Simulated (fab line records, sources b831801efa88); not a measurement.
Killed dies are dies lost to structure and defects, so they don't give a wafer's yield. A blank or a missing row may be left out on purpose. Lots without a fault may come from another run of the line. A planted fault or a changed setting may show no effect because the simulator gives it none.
Which tool did it? | flow sky130 | 14 lots, 42 wafers sampled, at 5 steps of a route of 708

WHAT THE GAUGES READ, wafer by wafer
SKY_LOCAL_INTERCONNECT_OVL_MEAS_12.
lot  | measured     | on         | LOCAL_INTERCONNECT_OVL (nm)
L214 | day 30 10:46 | overlay-01 | -1 -4 -4
L216 | day 31 06:08 | overlay-02 | -1 5 4
L219 | day 32 15:41 | overlay-01 | 1 2 4
L220 | day 32 15:48 | overlay-02 | 4 3 2
L221 | day 32 16:41 | overlay-02 | 4 4 3
L222 | day 34 01:52 | overlay-02 | 4 -2 0
L223 | day 34 02:43 | overlay-01 | 1 0 1
L229 | day 35 22:25 | overlay-01 | 6 5 7
L232 | day 36 11:04 | overlay-01 | -9 -11 -8
L233 | day 36 18:28 | overlay-01 | -6 -3 -9
L234 | day 36 23:49 | overlay-01 | 0 -1 4
L235 | day 37 11:30 | overlay-02 | 3 -3 -4
L236 | day 37 17:08 | overlay-02 | 3 3 7
L237 | day 37 17:54 | overlay-02 | -2 4 2

SKY_CONTACT_THK_MEAS_01.
lot  | measured     | on            | CONTACT_CVD_00_THK (nm)
L214 | day 30 11:32 | film_metro-02 | 74.9 75.0 75.6
L216 | day 31 06:55 | film_metro-04 | 76.5 76.4 77.1
L219 | day 32 16:28 | film_metro-04 | 73.9 74.6 75.4
L220 | day 32 16:35 | film_metro-02 | 74.6 74.9 74.6
L221 | day 32 17:28 | film_metro-04 | 75.5 75.6 77.5
L222 | day 34 02:38 | film_metro-02 | 75.9 76.8 77.8
L223 | day 34 03:31 | film_metro-04 | 73.3 72.8 74.6
L229 | day 35 23:19 | film_metro-02 | 88.1 90.8 89.6 88.2 90.8 89.5
L232 | day 36 11:55 | film_metro-02 | 89.7 90.8 91.1 89.7 90.9 91.1
L233 | day 36 19:42 | film_metro-01 | 75.1 75.8 75.0
L234 | day 37 00:36 | film_metro-01 | 74.2 75.9 73.7
L235 | day 37 12:17 | film_metro-02 | 74.6 74.3 75.8
L236 | day 37 17:57 | film_metro-02 | 75.3 74.5 76.4
L237 | day 37 18:43 | film_metro-02 | 73.7 74.4 76.5

WHICH TOOL RAN EACH LOT (tool, then ch and the chambers of the sampled wafers, then the start)
lot  | SKY_LI_CONTACT_ETCH_15             | SKY_LI_CONTACT_SPUTTER_20    | SKY_CONTACT_CVD_00
L214 | rie_diel-03 ch 0,2, day 29 05:08   | pvd_sputter-04, day 29 05:35 | pecvd-02 ch 0,1,2, day 30 11:30
L216 | rie_diel-02 ch 0,2,3, day 30 01:08 | pvd_sputter-01, day 30 01:35 | pecvd-02 ch 0,1, day 31 06:53
L219 | rie_diel-03 ch 1,2,3, day 31 11:04 | pvd_sputter-03, day 31 11:31 | pecvd-03 ch 0,1, day 32 16:26
L220 | rie_diel-04 ch 0,2,3, day 31 11:11 | pvd_sputter-04, day 31 11:38 | pecvd-01 ch 0,1, day 32 16:32
L221 | rie_diel-02 ch 0,1,2, day 31 12:37 | pvd_sputter-01, day 31 13:05 | pecvd-02 ch 0,1,2, day 32 17:26
L222 | rie_diel-03 ch 0,1,3, day 32 21:07 | pvd_sputter-04, day 32 21:34 | pecvd-02 ch 1,2, day 34 02:36
L223 | rie_diel-02 ch 0,1,2, day 32 21:46 | pvd_sputter-03, day 32 22:14 | pecvd-01 ch 1,2, day 34 03:29
L229 | rie_diel-03 ch 0,3, day 34 18:23   | pvd_sputter-01, day 34 18:51 | pecvd-03 ch 0,2, day 35 23:15
L232 | rie_diel-03 ch 0,3, day 35 07:31   | pvd_sputter-04, day 35 07:58 | pecvd-03 ch 0,1, day 36 11:53
L233 | rie_diel-03 ch 2,3, day 35 13:43   | pvd_sputter-04, day 35 14:11 | pecvd-01 ch 0,1,2, day 36 19:39
L234 | rie_diel-02 ch 0,1,3, day 35 19:34 | pvd_sputter-03, day 35 20:01 | pecvd-01 ch 0,2, day 37 00:33
L235 | rie_diel-02 ch 1,2, day 36 07:11   | pvd_sputter-03, day 36 07:38 | pecvd-02 ch 0,1, day 37 12:15
L236 | rie_diel-03 ch 1,3, day 36 13:56   | pvd_sputter-01, day 36 14:23 | pecvd-01 ch 0,1, day 37 17:55
L237 | rie_diel-03 ch 1,2, day 36 14:46   | pvd_sputter-04, day 36 15:13 | pecvd-02 ch 0,1,2, day 37 18:41
- SKY_LI_CONTACT_ETCH_15: etches PSG in C4F8/O2/Ar, stops on Si, target depth 600 nm.
- SKY_LI_CONTACT_SPUTTER_20: material TiN, target thk 20 nm, time 80 s.
- SKY_CONTACT_CVD_00: deposits Si3N4, target thk 75 nm.

WHAT THE TOOLS THEMSELVES READ (means of the sampled wafers that have a number; where no wafer has one, the mark that the record gives instead)
SKY_LI_CONTACT_ETCH_15.
lot  | tool        | oes_product_au (a.u.)
L214 | rie_diel-03 | 0.840
L216 | rie_diel-02 | 0.838
L219 | rie_diel-03 | 0.837
L220 | rie_diel-04 | 0.839
L221 | rie_diel-02 | 0.838
L222 | rie_diel-03 | 0.839
L223 | rie_diel-02 | 0.837
L229 | rie_diel-03 | 0.840
L232 | rie_diel-03 | 0.838
L233 | rie_diel-03 | 0.838
L234 | rie_diel-02 | 0.835
L235 | rie_diel-02 | 0.836
L236 | rie_diel-03 | 0.840
L237 | rie_diel-03 | 0.840

SKY_LI_CONTACT_SPUTTER_20.
lot  | tool           | throttle_valve_pct (%)
L214 | pvd_sputter-04 | 29.2
L216 | pvd_sputter-01 | 30.2
L219 | pvd_sputter-03 | 30.0
L220 | pvd_sputter-04 | 29.1
L221 | pvd_sputter-01 | 30.1
L222 | pvd_sputter-04 | 29.3
L223 | pvd_sputter-03 | 30.7
L229 | pvd_sputter-01 | 30.6
L232 | pvd_sputter-04 | 29.3
L233 | pvd_sputter-04 | 29.1
L234 | pvd_sputter-03 | 30.1
L235 | pvd_sputter-03 | 30.4
L236 | pvd_sputter-01 | 29.4
L237 | pvd_sputter-04 | 29.2

SKY_CONTACT_CVD_00.
lot  | tool     | heater_power_w (W)
L214 | pecvd-02 | 725
L216 | pecvd-02 | 830
L219 | pecvd-03 | 721
L220 | pecvd-01 | 682
L221 | pecvd-02 | 673
L222 | pecvd-02 | 766
L223 | pecvd-01 | 633
L229 | pecvd-03 | 837
L232 | pecvd-03 | 668
L233 | pecvd-01 | 594
L234 | pecvd-01 | 644
L235 | pecvd-02 | 654
L236 | pecvd-01 | 674
L237 | pecvd-02 | 676

THE ANSWER, worked out from the rows above alone
Rule: what is usual is taken from the lots themselves. Put in order of their means at a reading, lots are off if they are a third of the lots or fewer, leave a main group of 4 or more, and stand apart from it by a gap of 3 or more times the standard deviation of the main group's means; of several such gaps the widest counts. A main group whose means are all the same, to the digits that the tables above print for the reading, isn't used. A lot without any number at a reading at which 4 lots or more have one is off too. The other lots that the step has rows for count as sound. The gauges are gone through in route order, then the tools' own readings, and for those a lot's mean is taken as printed above. The first step at which some lot is off is used, and at that step the reading that is off furthest; a lot without a number counts as furthest.
Off: L229, L232, at SKY_CONTACT_THK_MEAS_01 (CONTACT_CVD_00_THK). The main group: mean 75.2 nm, standard deviation 0.9.
A tool fits if, at a process step before that reading, it ran every lot that is off, and no sound lot after the first of them. The gauges at SKY_CONTACT_THK_MEAS_01 are tried like those tools. One fits: pecvd-03 at SKY_CONTACT_CVD_00. Its last sound lot is L219 (day 32 16:26), its first lot that is off L229 (day 35 23:15): a fault that began between those two fits.

WHAT THE SIMULATOR HAD PUT IN
Process parameter drift: pecvd-03, from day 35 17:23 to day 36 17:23, at SKY_CONTACT_CVD_00. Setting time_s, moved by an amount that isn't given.
Lots struck among those shown: L229, L232. The rule above found the same.
